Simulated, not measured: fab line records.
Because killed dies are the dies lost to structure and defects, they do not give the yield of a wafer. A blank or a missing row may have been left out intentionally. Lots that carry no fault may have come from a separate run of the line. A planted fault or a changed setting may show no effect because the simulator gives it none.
8D (eight disciplines) problem report, filled in by code ; flow sky130 ; the parts of the form that need people (team, actions taken, sign-off) are left out

1. THE PROBLEM
Mean NWELL_TW at SKY_NWELL_TW_MEAS_15: 1718 over 6 wafers in 2 lots; fault-free wafers: 1832, standard deviation 24. That puts it -4.8 standard deviations away from the usual mean.
First seen on wafer L836.4, day 9 17:49, on film_metro-01. The record has a number at this step for 42 wafers belonging to 14 lots. The rule behind "out" and "out of limits": a value lying over 4 standard deviations away from the usual mean. All remaining wafers that have a number are taken as sound.

2. WHAT IT IS AND WHAT IT IS NOT
question;is;is not
which readings at this step;NWELL_TW;-
which lots;L836, L837;L815, L816, L819, L821, L822, L823, L824, L825, L826, L831, L834, L838
which wafers of those lots;all that have a number;-
read on which gauges;film_metro-01;film_metro-03, film_metro-04
when;from day 9 17:49;"up to then (33 sound wafers); but 3 sound wafers of L838 came after"

3. THE SUSPECTS, EACH WITH WHAT RULES IT OUT
Counting: any tool at a process step up to the reading is kept as a suspect provided that every lot that is out went through it and no sound lot did after the first of them.
- ruled out: the gauge at SKY_NWELL_TW_MEAS_15. All the wafers that are out were read on film_metro-01, but those of them that SKY_NWELL_IMPLANT_11 has rows for are out there too, on other tools.
- implanter-04 at SKY_NWELL_IMPLANT_11: kept. Every lot that is out went through it, starting with L836 (day 9 17:19), and after that it ran no sound lot; the last sound lot it ran before then is L831 (day 8 15:37). On those wafers its own readings are out: beam_on_s, faraday_current_uA.
Left after counting: implanter-04 at SKY_NWELL_IMPLANT_11.

4. THE CAUSE (what the simulator had put in)
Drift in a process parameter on implanter-04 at SKY_NWELL_IMPLANT_11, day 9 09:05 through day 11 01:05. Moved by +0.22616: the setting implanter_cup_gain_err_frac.
Only this tool survived the counting.

5. THE EFFECT CHAIN, in route order
Each row: a reading whose mean over the struck wafers that have a number lies more than 3 standard deviations from the usual. Scope: only readings with a usual standard deviation given in the record; hours: median across lots of the time from each lot's start at the first step in this table that gives one to its start at this step; sigmas: change in usual standard deviations.
hours;step;reading;usual;on struck wafers;change;sigmas
0;SKY_NWELL_IMPLANT_11;beam_on_s;10.02 s;8.29;-1.73;-7.5
0;SKY_NWELL_IMPLANT_11;faraday_current_uA;107.0;129.3;+22.3;+9.3
1;SKY_NWELL_TW_MEAS_15;NWELL_TW;1832;1718;-114;-4.8
24;SKY_NWELL_RS_MEAS_29;NWELL_RS;625.3 ohm/sq;697.8;+72.5;+45
Its process steps:
- SKY_NWELL_IMPLANT_11

6. WHAT WOULD HAVE CAUGHT IT SOONER
The first out-of-limits reading at a measuring or inspecting step in this record came at day 9 17:49, 9 hours after the fault's start at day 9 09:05.
Tool's own readings at SKY_NWELL_IMPLANT_11, beam_on_s, faraday_current_uA: out on all struck wafers the step has rows for; an alarm limit on them would have tripped on the first.
Of the lots that are out (2), L837 began SKY_NWELL_IMPLANT_11 on implanter-04 after day 9 17:49. It would have been spared by a hold on the tool at that moment.
